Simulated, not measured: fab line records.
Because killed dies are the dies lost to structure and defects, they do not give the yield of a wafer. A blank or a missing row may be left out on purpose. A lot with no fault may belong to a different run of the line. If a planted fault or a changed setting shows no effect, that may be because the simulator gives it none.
Matching of chambers | flow gf180mcu | rie_diel-02 running GF_V4_ETCH_16: 4 sister chambers
The step etches BARC in N2/H2. 8 wafers are shown with their chamber, then 9 later ones without.

## WAFERS, EACH WITH ITS CHAMBER
wafer  | chamber | drypump_motor_current_A (A) | rf_fwd_power_W (W)
L080.1 | 2       | 5.5                         | 494.7
L083.1 | 0       | 6.3                         | 490.6
L083.4 | 1       | 5.9                         | 495.6
L084.1 | 1       | 5.9                         | 496.9
L084.3 | 2       | 5.5                         | 491.2
L088.1 | 3       | 5.7                         | 493.0
L088.4 | 0       | 6.3                         | 492.5
L088.6 | 3       | 5.6                         | 494.0

## WAFERS WITHOUT THEIR CHAMBER
wafer  | drypump_motor_current_A (A) | rf_fwd_power_W (W)
L091.1 | 5.5                         | 491.3
L091.3 | 5.9                         | 497.2
L091.4 | 5.5                         | 493.2
L092.2 | 6.3                         | 492.0
L092.5 | 5.5                         | 493.8
L092.6 | 5.9                         | 496.5
L095.1 | 5.5                         | 491.1
L095.2 | 6.4                         | 493.5
L095.6 | 5.9                         | 493.9

## WHICH CHAMBER EACH ONE RAN IN
wafer  | from the rows above | in truth
L091.1 | 2                   | 2
L091.3 | 1                   | 1
L091.4 | 2                   | 2
L092.2 | 0                   | 0
L092.5 | 2                   | 2
L092.6 | 1                   | 1
L095.1 | 2                   | 2
L095.2 | 0                   | 0
L095.6 | 1                   | 1
Placed correctly: 9 of 9. From these rows, 0 cannot be placed. 0 placed wrongly.
How it was worked out, from the rows above alone: a wafer's distance from a chamber is the root of the sum, over the readings, of the square of ((its reading less the chamber's mean) divided by the reading's scatter). If the next closest chamber is less than 2 further off than the closest, the wafer can't be placed; otherwise it belongs to the closest. A chamber's mean is the mean of its shown wafers. The scatter is the square root of a quotient: the sum, over the shown wafers, of each reading's squared deviation from its chamber's mean, divided by wafers minus chambers.
